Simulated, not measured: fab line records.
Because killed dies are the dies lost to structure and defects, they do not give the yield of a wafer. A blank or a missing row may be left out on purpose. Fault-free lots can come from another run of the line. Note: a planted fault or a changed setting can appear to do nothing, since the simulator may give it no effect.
Struck lot and sound lot, side by side	flow sky130	18 out of 708 route steps
Sound: wafers L357.2, L357.4, L357.6. Struck: wafer L366.3. (L366.2, L366.5 of the same lot were not struck and are left out.) The cause comes at the end.
For every step that has rows: the tool of each side, followed by ch and its chambers, followed by its first start. Under that, the readings that differ: sound wafers	struck wafers	difference of the means	sigmas: that difference in standard deviations of wafers without a fault.
alike: a reading whose means differ by less than 2 such deviations, as well as words and numbers matching on both sides. not compared: withheld readings; readings where some wafer has no value; bounds like >300 that might hide an equal value; numbers whose values overlap and for which the record gives no deviation.
A row with sigmas, a row that says differs or no value, or rows on one side alone: a step with any of these is where the two part. When numbers do not overlap yet have no deviation, they are printed without sigmas and do not part them. Lack of a reading on every wafer of one side parts them only where that side has two or more wafers.

first, 1 step without rows for these wafers: SKY_FIELD_ISO_DEVELOP_12 (develop time 60 s).
SKY_FIELD_ISO_CD_MEAS_13: target cd 150 nm.
  sound: cd sem-02 at day 3 13:07; struck: cd sem-01 at day 5 10:49
  alike: cd nm
SKY_FIELD_ISO_ETCH_14: etches BARC in N2/H2, stops on SiO2, time 45.9 s, target depth 60 nm.
  sound on rie diel-04 ch 0,2,3, day 3 13:13; struck on rie diel-04 ch 2, day 5 10:55
reading	sound	struck	difference	sigmas
throttle valve pct (%)	13.226 13.201 13.215	13.233	+0.019	+2
  alike: chamber pressure mTorr, drypump motor current A, oes product au
  not compared: rf hours counter h
SKY_FIELD_ISO_ETCH_15: etches the open film in CHF3/O2, stops on Si, target depth 180 nm, time 72 s.
  sound on rie diel-04 ch 0,2,3, day 3 13:15; struck on rie diel-04 ch 2, day 5 10:57
  alike: O2_flow_sccm, chamber pressure mTorr, drypump motor current A, oes product au, throttle valve pct
  not compared: rf hours counter h
SKY_FIELD_ISO_STRIP_16: strips in O2/N2.
  sound on plasma asher-03 ch 1, day 3 13:19; struck on plasma asher-03 ch 0, day 5 11:01
  alike: chamber pressure mTorr, drypump motor current A, oes product au, strip time to endpoint s
  not compared: rf hours counter h
SKY_FIELD_ISO_ETCH_17: etches Si in HBr/Cl2/O2, target depth 342 nm, time 97.7 s.
  sound on rie si-01 ch 0,2,3, day 3 13:25; struck on rie si-01 ch 3, day 5 11:07
  alike: O2_flow_sccm, chamber pressure mTorr, drypump motor current A, mfc cl2 sccm, oes product au, throttle valve pct
  not compared: rf hours counter h
then, 5 steps without rows for these wafers: SKY_FIELD_ISO_WET_ETCH_18 (etches Si3N4 in H3PO4, target depth 25 nm, time 286 s); SKY_FIELD_ISO_CLEAN_19 (cleans in SC1/SC2, time 150 s); SKY_FIELD_ISO_CLEAN_20 (cleans in dHF, time 20 s); SKY_FIELD_ISO_WET_ETCH_21 (etches SiO2 in dHF, target depth 20 nm, time 400 s); SKY_FIELD_ISO_OXIDATION_22 (stabilise 600 s, purge 300 s, target thk 10 nm).
SKY_FIELD_ISO_THK_MEAS_23:
  sound: film metro-02 at day 3 15:19; struck: film metro-02 at day 5 12:38
  alike: FIELD_ISO_OXIDATION_01_THK
SKY_FIELD_ISO_CVD_24: deposits SiO2, target thk 595 nm, time 99.2 s.
  sound on hdpcvd-02 ch 0,2, day 3 15:22; struck on hdpcvd-02 ch 0, day 5 12:41
reading	sound	struck	difference	sigmas
model.SiO2_of_FIELD_ISO_CVD_24.thk nm (nm)	608.5 608.1 609.4	879.6	+270.9	
  alike: susceptor temp C
SKY_FIELD_ISO_THK_MEAS_25:
  sound: film metro-03 at day 3 15:27; struck: film metro-03 at day 5 12:46
reading	sound	struck	difference	sigmas
FIELD_ISO_CVD_24_THK (nm)	609 608 610	880	+271	+38
then, 1 step without rows for these wafers: SKY_FIELD_ISO_ANNEAL_26 (time 1800 s).
SKY_FIELD_ISO_CMP_27: polishes, stops on Si3N4, t overpolish 16 s, target thk 457.8 nm.
  sound on cmp-01 ch 2,3, day 3 17:07; struck on cmp-02 ch 2, day 5 14:19
reading	sound	struck	difference	sigmas
time to endpoint s (s)	115 112 111	163	+50	+14
  alike: edge zone pressure frac, motor current A
then, 1 step without rows for these wafers: SKY_FIELD_ISO_WET_ETCH_28 (etches SiO2 in dHF, target depth 23.7 nm, time 47 s).
-- here the record skips 44 days between the struck wafers' starts before and after, leaving off in module FIELD_ISO and picking up in module PAD_OPEN (first step shown: number 708 of the route) --
SKY_PAD_OPEN_PROBE_99:
  sound: prober-02 at day 47 06:53; struck: prober-02 at day 49 14:47
  alike: killed_at_M0_to_M3, killed_at_M4_up, killed at contacts, killed at front end, killed at other, killed dies, killed open, killed short

## WHERE THEY PART
First at SKY_FIELD_ISO_ETCH_14; last, within this record, at SKY_FIELD_ISO_CMP_27. Later steps at which nothing parts them and some readings are alike: SKY_PAD_OPEN_PROBE_99.

WHY: what had been put in by the simulator
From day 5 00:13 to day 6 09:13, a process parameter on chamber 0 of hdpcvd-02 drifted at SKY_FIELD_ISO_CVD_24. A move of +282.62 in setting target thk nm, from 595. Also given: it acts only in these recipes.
